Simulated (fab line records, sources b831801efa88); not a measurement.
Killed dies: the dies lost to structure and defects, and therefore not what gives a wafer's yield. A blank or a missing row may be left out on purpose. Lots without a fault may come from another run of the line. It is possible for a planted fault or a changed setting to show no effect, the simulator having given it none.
Split-lot trial    flow gf180mcu    5 lots, 23 wafers read, on a route of 602 steps

SPLIT DETAILS
At GF_DNWELL_COAT_02 (resist thk 3000 nm), the setting spinRpm was moved away from the recipe's 2000 rpm on 10 of the 23 wafers read, by -5.0% to +6.3%. This setting was run at the recipe's value on the other wafers.

The reading is taken at the split's own step.

THE READING
coat_of_DNWELL_COAT_02.thkNm (the simulator's own value, which no gauge read), in nm, at GF_DNWELL_COAT_02 (resist thk 3000 nm). There is no usual value for it anywhere in the file. Across the 13 wafers here that went through the recipe, the average is 3005 nm and the standard deviation 12 nm.

wafer   tool, chamber at the split  spinRpm as run, rpm  against the recipe  coat_of_DNWELL_COAT_02.thkNm, nm  against lot-mates on the recipe
L076.2  lithoTrack-04, 0            2000                 recipe              3007                              -
L076.3  lithoTrack-04, 0            2000                 recipe              3010                              -
L076.4  lithoTrack-04, 0            2000                 recipe              3010                              -
L077.1  lithoTrack-01, 0            1899                 -5.0%               3089                              +96
L077.2  lithoTrack-01, 0            2000                 recipe              2993                              -
L077.3  lithoTrack-01, 0            2000                 recipe              2994                              -
L077.4  lithoTrack-01, 0            1899                 -5.0%               3066                              +72
L077.5  lithoTrack-01, 0            1899                 -5.0%               3071                              +78
L080.1  lithoTrack-01, 0            2126                 +6.3%               2924                              -96
L080.2  lithoTrack-01, 0            2126                 +6.3%               2919                              -102
L080.3  lithoTrack-01, 0            2000                 recipe              3019                              -
L080.4  lithoTrack-01, 0            2126                 +6.3%               2930                              -90
L080.6  lithoTrack-01, 0            2000                 recipe              3022                              -
L082.1  lithoTrack-01, 0            2000                 recipe              3015                              -
L082.2  lithoTrack-01, 0            2000                 recipe              3016                              -
L082.3  lithoTrack-01, 0            2000                 recipe              3008                              -
L082.4  lithoTrack-01, 0            1943                 -2.8%               3055                              +42
L082.6  lithoTrack-01, 0            1943                 -2.8%               3053                              +40
L083.2  lithoTrack-03, 0            2000                 recipe              2989                              -
L083.3  lithoTrack-03, 0            2000                 recipe              2985                              -
L083.4  lithoTrack-03, 0            2054                 +2.7%               2950                              -39
L083.5  lithoTrack-03, 0            2054                 +2.7%               2943                              -46
L083.6  lithoTrack-03, 0            2000                 recipe              2993                              -

THE FIT
A straight line over all 23 wafers: coat_of_DNWELL_COAT_02.thkNm changes by -14.1 nm for each +1% of spinRpm; r = -0.96; the points scatter about the line by 13 nm.
The same after taking each lot's own level away (the mean of its wafers on the recipe; 23 wafers): -15.6 nm for each +1%; r = -1.00; scatter 5 nm.
According to that fit, moving spinRpm by its largest amount changes the reading by 98 nm.
From 2989.0 to 3020.5 nm: that is the span of the lots' own levels, equal to 2.7 times the standard deviation above.
Consequently the slope shifts little with the lot-to-lot level, the two slopes agreeing.
Check: -98 nm against its lot-mates is what the line predicts for one of the wafers moved furthest among these (+6.3%) when that wafer is left out of the fit. Against them it came out at -96.5 nm.

FURTHER SPLITS ON THESE WAFERS
Other splits were also applied to these wafers ahead of the reading. Each is held against what the fit with the lots' levels taken away leaves over:
other split on the same wafers  wafers away from the commonest value  r with coat_of_DNWELL_COAT_02.thkNm (lot level and that fit taken away)
GF_STI_CVD_03 pressureMtorr     18                                    -0.10
GF_STI_PEB_10 pebTempC          10                                    +0.27
GF_STI_ETCH_13 sourceW          8                                     -0.01

THE WHOLE CHAIN: every reading that the file lists as answering this split, in the file's order
step                what it does        reading                                                                        change (the file's fit)               r (the file's)
GF_DNWELL_COAT_02   resist thk 3000 nm  coat_of_DNWELL_COAT_02.thkNm (the simulator's own value, which no gauge read)  -15.5 nm for each +1% of the setting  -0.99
GF_DNWELL_STRIP_08  strips in O2/N2     stripTimeToEndpointS                                                           withheld for each +1% of the setting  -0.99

FILE'S OWN FIT
coat_of_DNWELL_COAT_02.thkNm changes by -15.5 nm for each +1% of spinRpm, r = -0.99.
